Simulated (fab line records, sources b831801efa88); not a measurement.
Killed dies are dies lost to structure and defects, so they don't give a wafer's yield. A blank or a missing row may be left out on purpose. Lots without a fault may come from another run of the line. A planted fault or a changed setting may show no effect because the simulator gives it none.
Which tool did it? | flow gf180mcu | 7 lots, 20 wafers sampled, at 3 steps of a route of 602

WHAT THE GAUGES READ, wafer by wafer
GF_CONTACT_CD_MEAS_14: target cd 220 nm.
lot  | measured     | on        | cd_nm (nm)
L510 | day 16 11:50 | cd_sem-02 | 221.6 221.2 220.2
L513 | day 17 17:40 | cd_sem-01 | 217.3 218.4 218.0
L517 | day 18 23:27 | cd_sem-01 | 202.8 202.6 203.3 202.8
L525 | day 22 13:28 | cd_sem-02 | 215.6 217.6 217.4
L528 | day 23 05:11 | cd_sem-02 | 220.0 220.0 220.0
L530 | day 23 18:47 | cd_sem-02 | 220.5 220.7 220.5
L532 | day 24 14:11 | cd_sem-01 | 221.1 220.8 220.8

WHICH TOOL RAN EACH LOT (tool, then ch and the chambers of the sampled wafers, then the start)
lot  | GF_SALICIDE_RTA_06               | GF_CONTACT_SOFTBAKE_10
L510 | rtp_anneal-02 ch 0, day 15 13:10 | litho_track-01 ch 0, day 16 01:00
L513 | rtp_anneal-01 ch 0, day 16 17:37 | litho_track-01 ch 0, day 17 05:00
L517 | rtp_anneal-02 ch 0, day 17 22:49 | litho_track-03 ch 0, day 18 11:00
L525 | rtp_anneal-01 ch 0, day 21 12:35 | litho_track-02 ch 0, day 22 01:00
L528 | rtp_anneal-01 ch 0, day 22 04:27 | litho_track-02 ch 0, day 22 17:00
L530 | rtp_anneal-02 ch 0, day 22 19:07 | litho_track-01 ch 0, day 23 07:00
L532 | rtp_anneal-01 ch 0, day 23 14:50 | litho_track-02 ch 0, day 24 03:00
- GF_SALICIDE_RTA_06: time 30 s.
- GF_CONTACT_SOFTBAKE_10: time 60 s.

THE ANSWER, worked out from the rows above alone
Rule: what is usual is taken from the lots themselves. Put in order of their means at a reading, lots are off if they are a third of the lots or fewer, leave a main group of 4 or more, and stand apart from it by a gap of 3 or more times the standard deviation of the main group's means; of several such gaps the widest counts. A main group whose means are all the same, to the digits that the tables above print for the reading, isn't used. A lot without any number at a reading at which 4 lots or more have one is off too. The other lots that the step has rows for count as sound.
Off: L517, at GF_CONTACT_CD_MEAS_14 (cd_nm). The main group: mean 219.5 nm, standard deviation 1.6.
A tool fits if, at a process step before that reading, it ran every lot that is off, and no sound lot after the first of them. The gauges at GF_CONTACT_CD_MEAS_14 are tried like those tools. One fits: litho_track-03 at GF_CONTACT_SOFTBAKE_10. It ran no sound lot before its first lot that is off in this sample, so the start can't be narrowed down.

WHAT THE SIMULATOR HAD PUT IN
Process parameter drift: litho_track-03, from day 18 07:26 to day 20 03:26, at GF_CONTACT_SOFTBAKE_10. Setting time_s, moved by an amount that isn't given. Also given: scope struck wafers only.
Lots struck among those shown: L517. The rule above found the same.
